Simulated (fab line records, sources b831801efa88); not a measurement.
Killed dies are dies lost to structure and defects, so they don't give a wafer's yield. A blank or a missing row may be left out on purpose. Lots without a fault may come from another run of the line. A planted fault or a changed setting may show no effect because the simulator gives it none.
Chamber matching | flow gf180mcu | GF_V5_CVD_02 on pecvd-02: 3 sister chambers
The step deposits SiO2 from TEOS, target thk 1450 nm, time 163.28 s. 6 wafers are shown with their chamber, then 7 later ones without.

WAFERS WITH THEIR CHAMBER
wafer  | chamber | heater_power_w (W) | susceptor_temp_C (C)
L074.6 | 1       | 581                | 399.91
L075.3 | 0       | 712                | 399.74
L086.4 | 1       | 470                | 400.02
L089.6 | 0       | 584                | 399.88
L092.2 | 2       | 644                | 400.02
L092.4 | 2       | 704                | 399.69

WAFERS WITHOUT THEIR CHAMBER
wafer  | heater_power_w (W) | susceptor_temp_C (C)
L092.6 | 592                | 400.44
L093.3 | 627                | 399.95
L093.4 | 691                | 400.25
L093.6 | 462                | 400.12
L097.1 | 496                | 400.10
L097.3 | 640                | 399.82
L097.5 | 698                | 399.90

WHICH CHAMBER EACH WENT THROUGH
wafer  | from the rows above          | in truth
L092.6 | can't be placed: 1 or 2 or 0 | 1
L093.3 | can't be placed: 2 or 0 or 1 | 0
L093.4 | can't be placed: 2 or 1 or 0 | 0
L093.6 | can't be placed: 1 or 0      | 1
L097.1 | can't be placed: 1 or 0 or 2 | 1
L097.3 | can't be placed: 0 or 2 or 1 | 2
L097.5 | can't be placed: 2 or 0 or 1 | 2
Placed correctly: 0 of 7. Can't be placed from these rows: 7 (the true chamber is among the candidates in 7). Placed wrongly: 0.
How it was worked out, from the rows above alone: a wafer's distance from a chamber is the root of the sum, over the readings, of the square of ((its reading less the chamber's mean) divided by the reading's scatter). The wafer belongs to the nearest chamber; if the next one is less than 2 further off, it can't be placed. A chamber's mean is the mean of its shown wafers. The scatter: the root of (the sum of the squares of (reading less its chamber's mean) over the shown wafers, divided by (wafers less chambers)).
